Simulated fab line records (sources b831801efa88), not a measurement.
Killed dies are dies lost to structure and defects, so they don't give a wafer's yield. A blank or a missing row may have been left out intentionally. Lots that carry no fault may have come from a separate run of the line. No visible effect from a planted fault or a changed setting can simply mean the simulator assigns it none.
Chamber matching :: flow sky130 :: SKY_LI_CONTACT_CMP_02 on cmp-02 has 4 sister chambers
The step polishes PSG. 4 wafers are shown with their chamber, then 7 later ones without.

WAFERS, EACH WITH ITS CHAMBER
wafer: L565.4
chamber: 1
motorCurrentA (A): 11.0

wafer: L572.2
chamber: 0
motorCurrentA (A): 11.5

wafer: L572.3
chamber: 3
motorCurrentA (A): 10.3

wafer: L572.4
chamber: 2
motorCurrentA (A): 12.5

WAFERS MISSING THEIR CHAMBER
wafer: L574.3
motorCurrentA (A): 11.9

wafer: L574.4
motorCurrentA (A): 11.3

wafer: L575.3
motorCurrentA (A): 10.7

wafer: L575.4
motorCurrentA (A): 10.8

wafer: L578.3
motorCurrentA (A): 10.8

wafer: L578.4
motorCurrentA (A): 10.9

wafer: L578.5
motorCurrentA (A): 10.9

THE CHAMBER EACH PASSED THROUGH
wafer: L574.3
from the rows above: can't be placed: 0 or 2
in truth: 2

wafer: L574.4
from the rows above: can't be placed: 0 or 1
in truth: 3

wafer: L575.3
from the rows above: can't be placed: 1 or 3
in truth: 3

wafer: L575.4
from the rows above: can't be placed: 1 or 3
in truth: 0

wafer: L578.3
from the rows above: can't be placed: 1 or 3
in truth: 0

wafer: L578.4
from the rows above: 1
in truth: 1

wafer: L578.5
from the rows above: 1
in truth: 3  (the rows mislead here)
Correctly placed: 1 of 7. From these rows, 5 cannot be placed; in 2 the true chamber is one of the candidates. Number placed wrongly: 1.
How it was worked out, from the rows above alone: a wafer's distance from a chamber is the root of the sum, over the readings, of the square of ((its reading less the chamber's mean) divided by the reading's scatter). The wafer belongs to the nearest chamber; if the next one is less than 2 further off, it can't be placed. The mean given for a chamber averages the wafers shown for that chamber. The scatter (one wafer shown for each chamber): square how far every hidden wafer sits from the nearest shown wafer, average those squares and take the square root.
